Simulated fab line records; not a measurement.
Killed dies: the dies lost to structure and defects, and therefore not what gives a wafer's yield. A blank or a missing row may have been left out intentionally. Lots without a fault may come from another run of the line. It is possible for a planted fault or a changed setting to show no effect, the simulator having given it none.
8D (eight disciplines) problem report, filled in by code + flow sky130 + the parts of the form that need people (team, actions taken, sign-off) are left out

1. THE PROBLEM
Mean SD_N_RS at SKY_SD_N_RS_MEAS_16: 66.39 ohm/sq over 9 wafers in 3 lots; fault-free wafers: 68.58 ohm/sq, standard deviation 0.15. That is -15 standard deviations from the usual mean.
The step: measures by four-point-probe.
Earliest sighting: wafer L974.2 on filmMetro-02 at day 32 12:44. The record has a number at this step for 33 wafers belonging to 11 lots. Rule for "out", or "out of limits": more than 4 standard deviations from the usual mean. Any other wafer with a number is counted as sound.

2. WHAT IT IS; WHAT IT IS NOT
| question                    | is                         | is not                                                                    |
|-----------------------------|----------------------------|---------------------------------------------------------------------------|
| which readings at this step | SD_N_RS                    | -                                                                         |
| which lots                  | L974, L975, L976           | L962, L963, L964, L966, L967, L968, L982, L983                            |
| which wafers of those lots  | all that have a number     | -                                                                         |
| read on which gauges        | filmMetro-02, filmMetro-03 | filmMetro-04                                                              |
| when                        | from day 32 12:44          | up to then (18 sound wafers); but 6 sound wafers of L982, L983 came after |

3. SUSPECTS, AND WHAT RULES EACH OUT
Counting: a tool stays on the suspect list if, at a process step up to the reading, it processed all lots that are out and no sound lot following the first of them.
- ruled out: the gauge at SKY_SD_N_RS_MEAS_16. The wafers that are out were read on 2 gauges (filmMetro-02, filmMetro-03).
- implanter-01 at SKY_SD_N_IMPLANT_10: kept. It processed each lot that is out, first L974 at day 32 12:13, and no sound lot thereafter; up to then, the last sound lot it processed was L963 at day 29 18:14. On those wafers its own readings are out: beamOnS, doseIonsCm2.
After counting, what remains is implanter-01 at SKY_SD_N_IMPLANT_10.

4. THE CAUSE (what the simulator had put in)
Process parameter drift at SKY_SD_N_IMPLANT_10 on implanter-01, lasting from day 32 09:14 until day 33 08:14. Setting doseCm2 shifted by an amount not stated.
The count eliminated every tool but this one.

5. THE EFFECT CHAIN, in route order
One row per reading whose mean, taken over the struck wafers that have a number, lies over 3 standard deviations from the usual. Only readings whose record carries a usual standard deviation are examined. hours: median over the lots of the time between each lot's start at the first step of this table that gives one and its start at this step. sigmas: the change, counted in usual standard deviations.
| hours | step                | reading     | usual        | on struck wafers | change      | sigmas      |
|-------|---------------------|-------------|--------------|------------------|-------------|-------------|
| 0     | SKY_SD_N_IMPLANT_10 | beamOnS     | 10.69 s      | 20.41            | +9.72       | +35         |
| 0     | SKY_SD_N_IMPLANT_10 | doseIonsCm2 | 1.0001e+14   | 1.8549e+14       | +8.5482e+13 | +99 or more |
| 1     | SKY_SD_N_RS_MEAS_16 | SD_N_RS     | 68.58 ohm/sq | 66.39            | -2.19       | -15         |
Its process steps:
- SKY_SD_N_IMPLANT_10

6. HOW IT WOULD HAVE BEEN CAUGHT EARLIER
The first out-of-limits reading at a measuring or inspecting step in this record came at day 32 12:44, 4 hours after the fault's start at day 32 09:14.
At SKY_SD_N_IMPLANT_10, the tool's own readings (beamOnS, doseIonsCm2) were out on each struck wafer the step has a row for, so an alarm limit on them would have fired on the first such wafer.
Lots out: 3; of these, L975, L976 started SKY_SD_N_IMPLANT_10 on implanter-01 after day 32 12:44. A hold on the tool at that time would have spared those 2.
